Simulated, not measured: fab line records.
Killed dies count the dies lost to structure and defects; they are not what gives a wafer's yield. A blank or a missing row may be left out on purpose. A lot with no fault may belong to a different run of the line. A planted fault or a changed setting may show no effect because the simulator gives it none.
The same fault as seen by 2 desks || flow sky130 || each desk holds nothing but its own numbers, with what lay behind them at the end

DESK OF THE TOOL OWNER: litho-track-03
The tool's own readings at SKY_PASSIVATION_DEVELOP_10 (develop time 60 s): means of the sampled wafers that have a number, for each lot that ran on this tool. Any lot whose mean is over 4 standard deviations away from the usual mean is out of limits and marked OUT; that distance is given in the brackets.
Columns: A = developer-temp-C at SKY_PASSIVATION_DEVELOP_10, usual 23.00 C
{"lot": "L192", "first seen here": "day 44 21:00", "A": 22.97}
{"lot": "L194", "first seen here": "day 45 19:00", "A": 22.91}
{"lot": "L193", "first seen here": "day 45 21:00", "A": 23.10}
{"lot": "L196", "first seen here": "day 46 02:00", "A": 22.97}
{"lot": "L202", "first seen here": "day 47 11:00", "A": "23.92 (+9.2) OUT"}
{"lot": "L205", "first seen here": "day 48 05:00", "A": "24.00 (+10) OUT"}
Finding of this desk: L202, L205 out of limits; the first was L202 at day 47 11:00, on developer-temp-C at SKY_PASSIVATION_DEVELOP_10. L192, L194, L193, L196 stayed within limits.

FROM THE METROLOGY DESK
What the gauges read for every lot (on any tool): the sampled wafers with a number, averaged. Any lot whose mean is over 4 standard deviations away from the usual mean is out of limits and marked OUT; that distance is given in the brackets.
Columns: A = VIA3_W_RS at SKY_VIA3_RS_MEAS_22, usual 0.2936 ohm/sq
{"lot": "L192", "first seen here": "day 39 20:54", "A": 0.2907}
{"lot": "L194", "first seen here": "day 40 19:59", "A": 0.2924}
{"lot": "L193", "first seen here": "day 40 23:17", "A": 0.3001}
{"lot": "L196", "first seen here": "day 41 03:25", "A": 0.2928}
{"lot": "L202", "first seen here": "day 42 18:14", "A": 0.2917}
{"lot": "L205", "first seen here": "day 43 14:58", "A": 0.2921}
{"lot": "L208", "first seen here": "day 44 15:37", "A": 0.2933}
{"lot": "L210", "first seen here": "day 45 01:45", "A": 0.2917}
{"lot": "L211", "first seen here": "day 45 10:44", "A": 0.2919}
{"lot": "L214", "first seen here": "day 46 22:01", "A": 0.2943}
{"lot": "L215", "first seen here": "day 47 01:51", "A": 0.2911}
{"lot": "L213", "first seen here": "day 47 03:17", "A": 0.2925}
Finding of this desk: none of the 12 lots has anything out of limits.

BROUGHT TOGETHER
At day 47 11:00, on L202, L205, the tool owner's desk was in a position to raise an alarm.
Metrology desk: nothing out of limits seen.
The metrology desk has L202, L205 on record, within its limits.
The lots listed all ran SKY_PASSIVATION_DEVELOP_10 on litho-track-03.

WHAT THE SIMULATOR PUT IN
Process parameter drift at SKY_PASSIVATION_DEVELOP_10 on litho-track-03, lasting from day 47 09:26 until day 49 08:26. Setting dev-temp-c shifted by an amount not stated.
Lots struck among those shown: L202, L205.
Each desk's first reading out of limits, in hours after the fault started: the tool owner's desk, 2.
